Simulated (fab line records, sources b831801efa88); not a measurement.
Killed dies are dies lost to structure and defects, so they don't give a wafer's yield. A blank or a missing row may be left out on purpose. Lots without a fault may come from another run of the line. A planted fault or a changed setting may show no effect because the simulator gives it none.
fab line records | flow sky130
record lots=14 wafers=42 last_day=50
route steps=708 shown NWELL@34 DNWELL@43 PWDE@54 VT_ADJUST_HVTP@93 VT_ADJUST_PCH@152
lots that met no fault: from a run of the same line without faults
start_h: hours from the record's first day to the start of the lot's first wafer shown | wait_h: hours since the lot's step before | " the same as in the row above | L1.1+2: a row that stands for several wafers | - no value, or no start given | * or withheld: withheld | < > ~ a bound
route shown NAME@n: a module of which the file shows steps, and the number in the route of the first | usual: mean/standard deviation of fault-free wafers | same: alike in all rows | chamber/n: place in a boat | sites: the reading at each site | _std_site: their standard deviation | _edge_site: outer sites' mean less inner sites' | radius_mm: how far each site lies from the wafer's centre | mask NAME#n: copy n | behind: the tool/chamber that last shaped the wafer | hold: why the lot was held/for how many hours/how that ended | device: the transistor (n, p or np) that didn't switch | end of line: the same wafers' tests at the end of the route | a step without rows: its recipe alone | killed: dies lost to structure and defects at the first sort, not the wafer's yield | map: a wafer's dies, x killed, . not, _ none there
set.NAME: the setting as run; set.NAME@STEP: as run at that earlier step | model.NAME: the simulator's own value behind a step, which no gauge read
steps of the route over a sample of lots; a table a step, a row a wafer
services: from which hour (start_h, from the record's first day; less than 0 if before it) a tool's chamber was out of use, for how many hours, and why
## steps
# step SKY_NWELL_THK_MEAS_02
# recipe reads=SiO2_of_NWELL_OXIDATION_01
# usual NWELL_OXIDATION_THK=10.13/0.14
# columns lot.wafer tool chamber start_h wait_h NWELL_OXIDATION_THK[nm]
L267.2 film_metro-03 - 33.95 0.0 10.18
L267.3 " - " " 10.07
L267.4 " - " " 10.08
L269.1 film_metro-03 - 46.17 0.0 10.30
L269.2 " - " " 10.22
L269.3 " - " " 10.19
L271.2 film_metro-04 - 57.07 0.0 10.17
L271.3 " - " " 10.14
L271.5 " - " " 10.18
L272.1 film_metro-03 - 60.91 0.0 10.08
L272.3 " - " " 10.14
L272.6 " - " " 10.01
L275.4 film_metro-03 - 80.47 0.1 9.95
L275.5 " - " " 10.01
L275.6 " - " " 10.20
L276.1 film_metro-03 - 84.87 0.0 10.00
L276.2 " - " " 10.15
L276.4 " - " " 10.07
L277.2 film_metro-03 - 88.04 0.0 10.34
L277.5 " - " " 10.36
L277.6 " - " " 10.34
L279.2 film_metro-03 - 97.21 0.0 9.93
L279.3 " - " " 10.01
L279.4 " - " " 9.90
L280.4 film_metro-03 - 105.87 0.0 9.90
L280.5 " - " " 9.97
L280.6 " - " " 9.90
L283.2 film_metro-02 - 119.64 0.0 10.06
L283.3 " - " " 10.05
L283.5 " - " " 9.98
L286.3 film_metro-03 - 135.97 0.0 10.00
L286.5 " - " " 10.14
L286.6 " - " " 9.98
L287.2 film_metro-02 - 140.27 0.0 9.92
L287.3 " - " " 10.04
L287.4 " - " " 9.93
L289.2 film_metro-02 - 149.12 0.0 10.07
L289.4 " - " " 10.12
L289.6 " - " " 10.05
L290.1 film_metro-04 - 155.09 0.0 9.98
L290.3 " - " " 10.17
L290.6 " - " " 10.11
# step SKY_DNWELL_STRIP_08
# recipe chemistry=O2/N2 power_w=1400 pressure_mtorr=1500 platen_temp_c=withheld o2_flow_sccm=3000 n2_flow_sccm=300 overash_fraction=0.5
# usual chamber_pressure_mTorr=1499.9/1.3 drypump_motor_current_A=6.19/0.25 oes_product_au=0.722/0.0043 strip_time_to_endpoint_s=36.95/0.12
# columns lot.wafer tool chamber start_h wait_h chamber_pressure_mTorr drypump_motor_current_A oes_product_au rf_hours_counter_h strip_time_to_endpoint_s
L267.2 plasma_asher-02 0 48.82 0.1 1500.3 6.68 0.721 37 37.01
L267.3 " 0 " " 1497.2 6.70 0.711 - 37.22
L267.4 " 1 " " 1501.8 6.08 0.722 - 37.06
L269.1 plasma_asher-03 0 62.22 0.1 1497.6 6.20 0.719 26 36.96
L269.2 " 1 " " 1499.1 6.29 0.726 26 37.02
L269.3 " 1 " " 1501.5 6.29 0.721 - 37.03
L271.2 plasma_asher-03 0 73.47 0.1 1501.5 6.20 0.723 27 37.24
L271.3 " 1 " " 1502.7 6.32 0.724 - 37.13
L271.5 " 1 " " 1503.1 6.28 0.714 - 37.26
L272.1 plasma_asher-02 0 76.22 0.1 1501.4 6.70 0.727 40 36.96
L272.3 " 0 " " 1499.9 6.70 0.719 - 36.92
L272.6 " 1 " " 1500.2 6.04 0.724 - 36.90
L275.4 plasma_asher-04 1 96.66 0.1 1502.7 5.89 0.723 - 36.86
L275.5 " 1 " " 1500.3 5.91 0.719 - 36.90
L275.6 " 0 " " 1499.4 5.76 0.723 - 36.88
L276.1 plasma_asher-04 0 101.97 0.1 1500.1 5.80 0.715 40 36.87
L276.2 " 1 " " 1499.7 5.92 0.724 40 36.92
L276.4 " 1 " " 1500.7 5.88 0.713 - 36.87
L277.2 plasma_asher-03 0 104.67 0.1 1499.7 6.19 0.729 30 36.84
L277.5 " 1 " " 1499.1 6.32 0.726 - 36.92
L277.6 " 0 " " 1500.1 6.17 0.716 - 36.97
L279.2 plasma_asher-04 1 115.32 0.1 1498.5 5.91 0.724 41 36.84
L279.3 " 0 " " 1499.8 5.77 0.729 - 36.69
L279.4 " 1 " " 1501.9 5.91 0.731 - 36.80
L280.4 plasma_asher-03 1 125.11 0.1 1500.0 6.30 0.729 - 36.82
L280.5 " 0 " " 1497.4 6.21 0.720 - 36.85
L280.6 " 1 " " 1498.6 6.30 0.732 - 36.88
L283.2 plasma_asher-03 0 138.22 0.1 1499.6 6.20 0.713 34 37.01
L283.3 " 1 " " 1499.3 6.28 0.728 - 36.99
L283.5 " 1 " " 1498.8 6.31 0.730 - 36.99
L286.3 plasma_asher-03 1 155.30 0.1 - - - - -
L286.5 " 1 " " - - - - -
L286.6 " 0 " " - - - - -
L287.2 plasma_asher-03 1 159.67 0.1 - - - - -
L287.3 " 0 " " - - - - -
L287.4 " 1 " " - - - - -
L289.2 plasma_asher-02 0 169.42 0.1 1497.8 6.69 0.723 49 36.86
L289.4 " 1 " " 1499.8 6.06 0.719 - 36.88
L289.6 " 1 " " 1500.9 6.06 0.716 - 36.84
L290.1 plasma_asher-02 0 175.47 0.1 1501.1 6.70 0.724 50 36.75
L290.3 " 1 " " 1498.3 6.07 0.726 - 36.77
L290.6 " 0 " " 1498.8 6.70 0.729 - 36.84
# step SKY_PWDE_STRIP_09
# recipe chemistry=O2/N2 power_w=1400 pressure_mtorr=1500 platen_temp_c=withheld o2_flow_sccm=3000 n2_flow_sccm=300 overash_fraction=0.5
# usual chamber_pressure_mTorr=1499.9/1.6 drypump_motor_current_A=6.2/0.32 oes_product_au=0.722/0.0046 strip_time_to_endpoint_s=36.92/0.1
# columns lot.wafer tool chamber start_h wait_h chamber_pressure_mTorr drypump_motor_current_A oes_product_au rf_hours_counter_h strip_time_to_endpoint_s
L267.2 plasma_asher-02 1 64.80 0.1 1500.6 6.1 0.721 39 37.08
L267.3 " 0 " " 1500.5 6.7 0.732 - 37.14
L267.4 " 1 " " 1499.2 6.1 0.724 - 37.10
L269.1 plasma_asher-02 1 78.90 0.1 1500.6 6.1 0.726 40 37.11
L269.2 " 0 " " 1499.4 6.7 0.726 40 36.95
L269.3 " 0 " " 1498.8 6.7 0.730 - 36.98
L271.2 plasma_asher-02 0 89.66 0.1 1501.2 6.7 0.728 41 36.90
L271.3 " 0 " " 1499.8 6.7 0.716 - 36.84
L271.5 " 1 " " 1499.5 6.1 0.719 - 36.86
L272.1 plasma_asher-04 0 92.95 0.1 1502.3 5.8 0.718 39 36.88
L272.3 " 0 " " 1500.2 5.8 0.727 - 36.79
L272.6 " 1 " " 1498.4 5.9 0.720 - 36.79
L275.4 plasma_asher-02 0 115.09 0.1 1497.2 6.7 0.723 - 36.89
L275.5 " 0 " " 1498.1 6.7 0.721 - 36.97
L275.6 " 1 " " 1499.0 6.1 0.730 - 36.93
L276.1 plasma_asher-04 0 120.91 0.1 1501.8 5.7 0.729 42 36.76
L276.2 " 1 " " 1500.3 5.9 0.722 42 36.86
L276.4 " 0 " " 1499.7 5.8 0.720 - 36.75
L277.2 plasma_asher-01 1 122.90 0.1 1500.9 6.3 0.725 0 36.79
L277.5 " 0 " " 1501.1 6.0 0.721 - 36.90
L277.6 " 1 " " 1499.3 6.4 0.715 - 36.86
L279.2 plasma_asher-04 1 134.61 0.1 1498.2 5.9 0.721 43 36.98
L279.3 " 0 " " 1500.1 5.8 0.723 - 36.93
L279.4 " 1 " " 1499.9 5.9 0.723 - 36.78
L280.4 plasma_asher-01 1 144.24 0.1 1500.9 6.4 0.727 - 36.97
L280.5 " 1 " " 1498.9 6.4 0.722 - 36.94
L280.6 " 0 " " 1499.8 6.0 0.716 - 37.05
L283.2 plasma_asher-02 0 158.51 0.1 1500.1 6.7 0.713 48 37.04
L283.3 " 1 " " 1498.7 6.1 0.724 - 37.06
L283.5 " 1 " " 1498.9 6.1 0.721 - 37.04
L286.3 plasma_asher-04 1 175.20 0.1 1499.5 5.9 0.735 - 80.74
L286.5 " 0 " " 1499.0 5.7 0.738 - 80.89
L286.6 " 1 " " 1497.9 5.9 0.730 - 81.01
L287.2 plasma_asher-02 0 180.60 0.1 1500.8 6.7 0.727 50 81.04
L287.3 " 1 " " 1500.4 6.1 0.734 - 80.99
L287.4 " 0 " " 1500.2 6.7 0.729 - 80.97
L289.2 plasma_asher-04 1 190.71 0.1 1497.7 5.9 0.728 49 36.97
L289.4 " 1 " " 1502.0 5.9 0.720 - 36.90
L289.6 " 1 " " 1501.3 5.9 0.722 - 36.88
L290.1 plasma_asher-01 0 196.35 0.1 1497.3 6.0 0.727 7 36.86
L290.3 " 0 " " 1500.6 6.1 0.723 - 36.86
L290.6 " 1 " " 1500.6 6.4 0.719 - 36.85
# step SKY_PWDE_TW_MEAS_10
# usual PWDE_TW=376.8/2.7
# columns lot.wafer tool chamber start_h wait_h PWDE_TW
L267.2 film_metro-02 - 64.91 0.1 381.7
L267.3 " - " " 382.6
L267.4 " - " " 383.3
L269.1 film_metro-04 - 79.00 0.1 376.1
L269.2 " - " " 374.4
L269.3 " - " " 375.6
L271.2 film_metro-04 - 89.77 0.1 377.4
L271.3 " - " " 376.8
L271.5 " - " " 376.6
L272.1 film_metro-04 - 93.05 0.1 375.3
L272.3 " - " " 373.7
L272.6 " - " " 375.9
L275.4 film_metro-04 - 115.19 0.1 377.1
L275.5 " - " " 377.8
L275.6 " - " " 379.3
L276.1 film_metro-04 - 121.01 0.1 377.2
L276.2 " - " " 376.3
L276.4 " - " " 375.7
L277.2 film_metro-04 - 123.01 0.1 376.6
L277.5 " - " " 377.4
L277.6 " - " " 374.9
L279.2 film_metro-04 - 134.72 0.1 378.1
L279.3 " - " " 378.2
L279.4 " - " " 379.3
L280.4 film_metro-04 - 144.33 0.1 375.5
L280.5 " - " " 373.9
L280.6 " - " " 376.0
L283.2 film_metro-04 - 158.62 0.1 372.5
L283.3 " - " " 375.5
L283.5 " - " " 375.3
L286.3 film_metro-04 - 175.28 0.1 30.2
L286.5 " - " " 30.1
L286.6 " - " " 30.2
L287.2 film_metro-03 - 180.71 0.1 30.1
L287.3 " - " " 30.2
L287.4 " - " " 30.2
L289.2 film_metro-03 - 190.82 0.1 375.8
L289.4 " - " " 375.2
L289.6 " - " " 375.1
L290.1 film_metro-02 - 196.45 0.1 379.9
L290.3 " - " " 379.9
L290.6 " - " " 381.3
# step SKY_VT_ADJUST_HVTP_OVL_MEAS_08
# usual VT_ADJUST_HVTP_OVL=-0.3/1.5
# columns lot.wafer tool chamber start_h wait_h VT_ADJUST_HVTP_OVL[nm]
L267.2 overlay-01 - 117.69 0.1 0.1
L267.3 " - " " 0.1
L267.4 " - " " -0.6
L269.1 overlay-02 - 133.49 0.1 1.0
L269.2 " - " " 2.4
L269.3 " - " " 0.6
L271.2 overlay-02 - 146.65 0.1 -0.8
L271.3 " - " " -0.9
L271.5 " - " " 1.6
L272.1 overlay-01 - 150.50 0.1 -1.4
L272.3 " - " " 1.2
L272.6 " - " " -0.1
L275.4 overlay-01 - 174.00 0.1 -0.2
L275.5 " - " " -1.6
L275.6 " - " " 0.9
L276.1 overlay-01 - 181.05 0.1 -2.3
L276.2 " - " " -2.0
L276.4 " - " " -2.3
L277.2 overlay-01 - 184.05 0.1 -1.0
L277.5 " - " " -2.9
L277.6 " - " " -1.0
L279.2 overlay-02 - 196.55 0.1 1.3
L279.3 " - " " -1.3
L279.4 " - " " -1.7
L280.4 overlay-02 - 206.71 0.1 0.3
L280.5 " - " " 0.5
L280.6 " - " " -0.2
L283.2 overlay-01 - 225.15 0.1 1.0
L283.3 " - " " -0.1
L283.5 " - " " 1.9
L286.3 overlay-02 - 242.80 0.1 1.2
L286.5 " - " " 2.0
L286.6 " - " " -0.5
L287.2 overlay-01 - 248.45 0.1 -0.9
L287.3 " - " " -0.3
L287.4 " - " " 0.2
L289.2 overlay-01 - 260.10 0.1 -1.6
L289.4 " - " " -1.6
L289.6 " - " " -2.2
L290.1 overlay-01 - 266.45 0.1 0.2
L290.3 " - " " -0.5
L290.6 " - " " -0.5
# step SKY_VT_ADJUST_PCH_STRIP_09
# recipe chemistry=O2/N2 power_w=1400 pressure_mtorr=1500 platen_temp_c=withheld o2_flow_sccm=3000 n2_flow_sccm=300 overash_fraction=0.5
# usual chamber_pressure_mTorr=1499.9/1.5 drypump_motor_current_A=6.10/0.21 oes_product_au=0.722/0.0041 strip_time_to_endpoint_s=36.86/0.12
# columns lot.wafer tool chamber start_h wait_h chamber_pressure_mTorr drypump_motor_current_A oes_product_au rf_hours_counter_h strip_time_to_endpoint_s
L267.2 plasma_asher-03 0 221.61 0.1 1500.8 6.18 0.728 43 36.94
L267.3 " 0 " " 1501.5 6.19 0.723 - 36.86
L267.4 " 1 " " 1500.2 6.27 0.722 - 36.98
L269.1 plasma_asher-04 1 240.26 0.1 1500.0 5.88 0.718 53 36.95
L269.2 " 0 " " 1498.6 5.76 0.720 53 37.00
L269.3 " 0 " " 1500.7 5.74 0.725 - 37.04
L271.2 plasma_asher-04 0 255.81 0.1 1498.1 5.77 0.724 55 36.97
L271.3 " 0 " " 1500.7 5.75 0.726 - 36.92
L271.5 " 0 " " 1499.4 5.77 0.728 - 37.00
L272.1 plasma_asher-01 1 261.11 0.1 1500.5 6.36 0.726 14 36.79
L272.3 " 1 " " 1500.6 6.36 0.718 - 36.81
L272.6 " 1 " " 1501.8 6.35 0.729 - 36.84
L275.4 plasma_asher-01 0 291.49 0.1 1497.3 6.03 0.727 - 36.97
L275.5 " 1 " " 1501.8 6.36 0.722 - 36.95
L275.6 " 0 " " 1501.0 6.04 0.719 - 37.04
L276.1 plasma_asher-01 1 297.76 0.1 1498.1 6.35 0.723 18 36.70
L276.2 " 0 " " 1498.5 6.04 0.720 18 36.77
L276.4 " 1 " " 1501.5 6.32 0.721 - 36.74
L277.2 plasma_asher-04 0 300.81 0.1 1499.3 5.80 0.727 58 36.92
L277.5 " 0 " " 1500.0 5.77 0.718 - 36.90
L277.6 " 1 " " 1497.7 5.89 0.725 - 36.96
L279.2 plasma_asher-01 1 316.90 0.1 1500.6 6.37 0.721 19 36.87
L279.3 " 0 " " 1499.2 6.04 0.726 - 36.79
L279.4 " 1 " " 1502.4 6.38 0.724 - 36.72
L280.4 plasma_asher-03 0 328.89 0.1 1499.4 6.20 0.727 - 36.75
L280.5 " 1 " " 1498.9 6.28 0.730 - 36.76
L280.6 " 0 " " 1498.9 6.18 0.726 - 36.66
L283.2 plasma_asher-04 1 350.11 0.1 1499.0 5.88 0.715 63 36.85
L283.3 " 0 " " 1500.8 5.77 0.725 - 36.82
L283.5 " 1 " " 1498.2 5.88 0.722 - 36.88
L286.3 plasma_asher-01 1 371.19 0.1 1499.5 6.36 0.725 - 36.81
L286.5 " 1 " " 1497.0 6.35 0.716 - 36.68
L286.6 " 0 " " 1499.9 6.06 0.726 - 36.81
L287.2 plasma_asher-01 1 379.31 0.1 1497.6 6.39 0.722 26 36.94
L287.3 " 1 " " 1497.3 6.36 0.727 - 36.91
L287.4 " 0 " " 1496.9 6.06 0.721 - 36.93
L289.2 plasma_asher-04 0 391.36 0.1 1498.0 5.76 0.720 67 37.06
L289.4 " 1 " " 1501.6 5.87 0.728 - 36.99
L289.6 " 0 " " 1497.9 5.77 0.716 - 37.00
L290.1 plasma_asher-01 0 400.26 0.1 1496.8 6.06 0.720 28 36.98
L290.3 " 1 " " 1502.7 6.37 0.719 - 37.03
L290.6 " 1 " " 1501.7 6.37 0.715 - 36.90
## services
# columns tool chamber start_h hours kind
plasma_asher-03 - 49.79 0.7 repair
plasma_asher-04 - 60.55 13.4 repair
plasma_asher-02 - 79.30 6.7 repair
plasma_asher-03 - 105.21 3.5 repair
plasma_asher-01 - 108.78 9.0 pm
plasma_asher-01 0 108.78 11.6 vent_cycle
plasma_asher-01 1 108.78 11.6 vent_cycle
plasma_asher-01 - 114.84 5.5 repair
plasma_asher-01 0 117.78 - clean
plasma_asher-01 1 117.78 - clean
plasma_asher-03 - 134.10 2.8 pm
plasma_asher-03 - 168.86 1.6 repair
plasma_asher-01 - 183.32 2.7 repair
plasma_asher-04 - 203.69 4.0 pm
plasma_asher-02 - 204.16 15.6 pm
plasma_asher-04 - 217.50 3.7 repair
plasma_asher-03 - 226.50 2.6 repair
plasma_asher-03 - 232.62 1.0 repair
plasma_asher-04 - 263.57 15.6 pm
plasma_asher-02 - 282.22 0.6 repair
plasma_asher-01 - 299.56 13.6 repair
plasma_asher-04 - 315.32 3.6 repair
plasma_asher-02 - 336.46 6.8 repair
plasma_asher-02 - 359.83 21.6 repair
## key
first_sign step=SKY_DNWELL_STRIP_08 reading=tool_record direction=missing
effect step=SKY_PWDE_STRIP_09 reading=strip_time_to_endpoint_s direction=up sigmas=99+ usual=* struck=*
effect step=SKY_PWDE_TW_MEAS_10 reading=PWDE_TW direction=down sigmas=99+ usual=376.8 struck=30.2
met_at SKY_DNWELL_STRIP_08
struck_lots L286,L287
sort_left_out L286.3,L286.5,L286.6,L287.2,L287.3,L287.4
tester_left_out L286,L287
not_acting_at SKY_NWELL_THK_MEAS_02,SKY_VT_ADJUST_HVTP_OVL_MEAS_08,SKY_VT_ADJUST_PCH_STRIP_09
onset_between 138.22 155.30
fault kind=skipped_step_whole tool=plasma_asher-03 chamber=- onset_h=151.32 steps=SKY_DNWELL_STRIP_08 scope=struck_lots_only
# tester_left_out: of these lots the tester's yield and bins aren't shown, on N5 and GAA mostly nor the transistor test; their killed dies are dies lost to structure and defects alone, not to doping, threshold or leakage, so they don't give the yield
# sort_left_out: the simulated sort isn't trusted on such a fault, so these wafers' sort isn't shown, and their yield isn't known
